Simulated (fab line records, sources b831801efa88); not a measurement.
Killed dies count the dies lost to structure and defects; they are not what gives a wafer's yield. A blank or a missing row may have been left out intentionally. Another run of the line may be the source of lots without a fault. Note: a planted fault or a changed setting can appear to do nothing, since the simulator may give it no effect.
Matching of chambers | flow sky130 | rie diel-02 running SKY_VIA2_ETCH_14: 4 sister chambers
The step etches BARC in N2/H2, stops on SiO2, time 45.9 s, target depth 60 nm. 4 wafers are shown with their chamber, then 9 later ones without.

WAFERS WITH THEIR CHAMBER
wafer  | chamber | drypump motor current A (A)
L087.1 | 0       | 5.1
L089.1 | 2       | 6.2
L089.3 | 1       | 6.1
L089.4 | 3       | 5.0

WAFERS WHOSE CHAMBER IS MISSING
wafer  | drypump motor current A (A)
L091.1 | 5.0
L091.4 | 6.1
L091.6 | 5.0
L096.1 | 6.1
L096.2 | 5.1
L096.5 | 5.2
L095.4 | 6.1
L095.5 | 6.1
L095.6 | 6.2

THE CHAMBER EACH PASSED THROUGH
wafer  | from the rows above | in truth
L091.1 | 3                   | 3
L091.4 | 1                   | 1
L091.6 | 3                   | 3
L096.1 | 1                   | 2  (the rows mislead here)
L096.2 | 0                   | 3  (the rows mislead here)
L096.5 | 0                   | 0
L095.4 | 1                   | 1
L095.5 | 1                   | 1
L095.6 | 2                   | 2
Correct placement for 7 of the 9. Can't be placed from these rows: 0. Wrongly placed: 2.
How it was worked out, from the rows above alone: a wafer's distance from a chamber is the root of the sum, over the readings, of the square of ((its reading less the chamber's mean) divided by the reading's scatter). The wafer belongs to the nearest chamber; if the next one is less than 2 further off, it can't be placed. Each chamber's mean is taken over the wafers shown for it. The scatter (one wafer shown for each chamber): square how far every hidden wafer sits from the nearest shown wafer, average those squares and take the square root.
